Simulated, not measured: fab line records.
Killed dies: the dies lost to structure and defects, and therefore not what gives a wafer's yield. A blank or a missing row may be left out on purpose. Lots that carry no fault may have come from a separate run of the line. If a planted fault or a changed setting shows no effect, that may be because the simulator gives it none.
Which of the tools did it?    flow gf180mcu    30 wafers from 10 lots sampled at 7 of the route's 602 steps

## WHAT EACH GAUGE READ, for each wafer
GF_V1_OVL_MEAS_15. Usual: for V1_OVL the level is 0 nm and the standard deviation is 5.
lot   measured      on          V1_OVL (nm)  flag
L788  day 18 00:09  overlay-02  3 4 -1       
L789  day 18 12:52  overlay-01  -4 0 3       
L790  day 18 22:07  overlay-02  7 13 12      
L792  day 19 15:37  overlay-02  2 4 -1       
L798  day 22 01:04  overlay-01  12 4 7       
L804  day 23 22:54  overlay-01  -1 -4 -4     
L805  day 24 06:57  overlay-01  -1 8 2       
L807  day 24 22:58  overlay-01  -4 -4 -2     
L808  day 25 03:49  overlay-01  -2 -4 2      
L810  day 25 22:48  overlay-01  -3 -4 -5     

GF_M4_RS_MEAS_05: measures by four-point-probe. Usual: for M4_ALCU_RS the level is 0.0694 ohm/sq and the standard deviation is 0.00073.
lot   measured      on             M4_ALCU_RS (ohm/sq)                        flag
L788  day 22 07:40  film-metro-02  0.0692 0.0691 0.0696                       
L789  day 22 20:46  film-metro-02  0.0694 0.0692 0.0693                       
L790  day 23 05:37  film-metro-01  0.0703 0.0698 0.0705                       
L792  day 23 21:32  film-metro-04  0.0691 0.0692 0.0696                       
L798  day 26 01:43  film-metro-04  0.0699 0.0699 0.0706                       
L804  day 27 18:36  film-metro-04  0.0692 0.0695 0.0689                       
L805  day 28 01:37  film-metro-02  0.0793 0.0795 0.0798 0.0794 0.0794 0.0798  OFF
L807  day 28 17:04  film-metro-02  0.0824 0.0825 0.0823 0.0826 0.0826 0.0822  OFF
L808  day 28 20:28  film-metro-04  0.0692 0.0691 0.0690                       
L810  day 29 13:26  film-metro-01  0.0681 0.0682 0.0681                       

GF_M4_THK_MEAS_06: measures by xrf. Usual: for M4_ALCU_THK the level is 440 nm and the standard deviation is 4.8.
lot   measured      on             M4_ALCU_THK (nm)         flag
L788  day 22 07:47  film-metro-02  441 443 440              
L789  day 22 20:53  film-metro-02  440 441 437              
L790  day 23 05:44  film-metro-01  438 440 436              
L792  day 23 21:39  film-metro-04  441 440 438              
L798  day 26 01:49  film-metro-04  435 436 434              
L804  day 27 18:43  film-metro-04  439 439 442              
L805  day 28 09:58  film-metro-02  387 384 385 385 383 384  OFF
L807  day 28 20:25  film-metro-02  370 370 371 371 370 372  OFF
L808  day 28 20:35  film-metro-04  441 442 445              
L810  day 29 13:33  film-metro-01  449 451 451              

GF_V4_OVL_MEAS_15. Usual: for V4_OVL the level is 1 nm and the standard deviation is 4.5.
lot   measured      on          V4_OVL (nm)  flag
L788  day 24 06:28  overlay-02  1 3 6        
L789  day 24 19:00  overlay-01  4 0 -2       
L790  day 25 03:28  overlay-01  10 2 10      
L792  day 25 17:43  overlay-01  3 0 -4       
L798  day 27 19:07  overlay-02  -8 -8 -4     
L804  day 29 11:10  overlay-01  2 1 -4       
L805  day 29 17:10  overlay-01  -1 -8 -2     
L807  day 30 08:01  overlay-02  2 4 2        
L808  day 30 11:45  overlay-01  -3 6 -2      
L810  day 31 02:36  overlay-02  0 3 1        

## EACH LOT AND THE TOOL THAT RAN IT (in order: tool; ch and the chambers of the sampled wafers; start)
lot   GF_SAB_ETCH_11                      GF_M4_SPUTTER_02              GF_M4_METAL_ETCH_16
L788  rie-diel-04 ch 0,3, day 14 23:55    pvd-sputter-02, day 22 07:35  rie-metal-02 ch 0, day 23 06:32
L789  rie-diel-03 ch 0,1,3, day 15 11:36  pvd-sputter-02, day 22 20:40  rie-metal-02 ch 0,1, day 23 19:47
L790  rie-diel-03 ch 2,3, day 15 20:42    pvd-sputter-01, day 23 05:32  rie-metal-02 ch 0,1, day 24 04:20
L792  rie-diel-04 ch 0,2,3, day 16 11:32  pvd-sputter-03, day 23 21:26  rie-metal-03 ch 0,1, day 24 19:20
L798  rie-diel-02 ch 1,2,3, day 18 20:12  pvd-sputter-02, day 26 01:36  rie-metal-01 ch 0, day 26 22:03
L804  rie-diel-03 ch 1,2,3, day 20 18:44  pvd-sputter-01, day 27 18:31  rie-metal-02 ch 0,1, day 28 14:38
L805  rie-diel-02 ch 1,2,3, day 21 06:17  pvd-sputter-01, day 28 01:31  rie-metal-03 ch 0,1, day 28 21:11
L807  rie-diel-02 ch 1,3, day 21 23:03    pvd-sputter-01, day 28 16:56  rie-metal-03 ch 0,1, day 29 12:20
L808  rie-diel-03 ch 1,3, day 22 03:50    pvd-sputter-02, day 28 20:23  rie-metal-01 ch 0,1, day 29 15:56
L810  rie-diel-03 ch 1,2,3, day 23 00:42  pvd-sputter-02, day 29 13:20  rie-metal-02 ch 0, day 30 07:32
- GF_SAB_ETCH_11: etches SiO2 in C4F8/O2/Ar, target depth 55 nm, time 8.5 s.
- GF_M4_SPUTTER_02: material AlCu, target thk 450 nm, time 23.9 s.
- GF_M4_METAL_ETCH_16: etches the open film in Cl2/BCl3, stops on SiO2, target depth 627.5 nm, time 104.6 s.

## WHAT THE TOOLS THEMSELVES READ (means of the sampled wafers that have a number; where no wafer has one, the mark that the record gives instead)
GF_SAB_ETCH_11. Usual: oes-product-au 1.005 a.u., standard deviation 0.0076; rf-fwd-power-W 1472 W, standard deviation 7.7.
lot   tool         oes-product-au (a.u.)  rf-fwd-power-W (W)  flag
L788  rie-diel-04  1.005                  1471                
L789  rie-diel-03  0.996                  1471                
L790  rie-diel-03  0.994                  1476                
L792  rie-diel-04  1.010                  1473                
L798  rie-diel-02  1.011                  1473                
L804  rie-diel-03  1.001                  1476                
L805  rie-diel-02  1.005                  1471                
L807  rie-diel-02  1.007                  1473                
L808  rie-diel-03  1.009                  1472                
L810  rie-diel-03  0.995                  1473                

GF_M4_SPUTTER_02. Usual: chamber-pressure-pa 0.4001 Pa, standard deviation 0.00082; throttle-valve-pct 30.4 %, standard deviation 0.65.
lot   tool            chamber-pressure-pa (Pa)  throttle-valve-pct (%)  flag
L788  pvd-sputter-02  0.4002                    30.6                    
L789  pvd-sputter-02  0.4003                    30.7                    
L790  pvd-sputter-01  0.4000                    30.1                    
L792  pvd-sputter-03  0.3996                    31.1                    
L798  pvd-sputter-02  0.3999                    30.7                    
L804  pvd-sputter-01  0.4004                    30.0                    
L805  pvd-sputter-01  0.6892                    22.8                    OFF
L807  pvd-sputter-01  0.6892                    22.9                    OFF
L808  pvd-sputter-02  0.4000                    30.7                    
L810  pvd-sputter-02  0.3997                    30.5                    

GF_M4_METAL_ETCH_16. Usual: drypump-motor-current-A 6.03 A, standard deviation 0.27; mfc-cl2-sccm 79.90 sccm, standard deviation 0.27; oes-product-au 0.973 a.u., standard deviation 0.0066; rf-fwd-power-W 794.4 W, standard deviation 2.5; throttle-valve-pct 28.249 %, standard deviation 0.0095.
lot   tool          drypump-motor-current-A (A)  mfc-cl2-sccm (sccm)  oes-product-au (a.u.)  rf-fwd-power-W (W)  throttle-valve-pct (%)  flag
L788  rie-metal-02  6.13                         79.67                0.978                  796.2               28.244                  
L789  rie-metal-02  6.03                         79.91                0.977                  793.4               28.247                  
L790  rie-metal-02  6.08                         80.13                0.967                  795.6               28.246                  
L792  rie-metal-03  5.89                         79.82                0.979                  792.7               28.260                  
L798  rie-metal-01  6.35                         80.06                0.966                  791.1               28.252                  
L804  rie-metal-02  6.08                         79.89                0.974                  795.7               28.248                  
L805  rie-metal-03  6.15                         80.17                0.922                  796.3               28.301                  OFF
L807  rie-metal-03  5.91                         80.11                0.907                  793.1               28.314                  OFF
L808  rie-metal-01  5.86                         79.84                0.973                  795.9               28.247                  
L810  rie-metal-02  6.14                         79.91                0.984                  796.3               28.240                  

## THE ANSWER, worked out from the rows above alone
Rule: take the mean of a lot's wafers that have a number; if it is more than 3 standard deviations from the usual mean, the lot is off. A lot without any number at a reading at which 4 lots or more have one is off too. Any other lot the step has rows for is counted as sound. The gauges are gone through in route order, then the tools' own readings, and for those a lot's mean is taken as printed above. The first step at which some lot is off is used, and at that step the reading that is off furthest; a lot without a number counts as furthest.
Off: L805, L807, seen at GF_M4_RS_MEAS_05 (M4_ALCU_RS).
A tool fits if, at a process step before that reading, it ran every lot that is off, and no sound lot after the first of them. The gauges at GF_M4_RS_MEAS_05 aren't tried: what is off there is off at GF_M4_SPUTTER_02 too, on other tools, and a gauge's error can't cause that. This does not decide it: 2 tools fit, namely rie-diel-02 at GF_SAB_ETCH_11 and pvd-sputter-01 at GF_M4_SPUTTER_02.

## WHAT THE SIMULATOR HAD PUT IN
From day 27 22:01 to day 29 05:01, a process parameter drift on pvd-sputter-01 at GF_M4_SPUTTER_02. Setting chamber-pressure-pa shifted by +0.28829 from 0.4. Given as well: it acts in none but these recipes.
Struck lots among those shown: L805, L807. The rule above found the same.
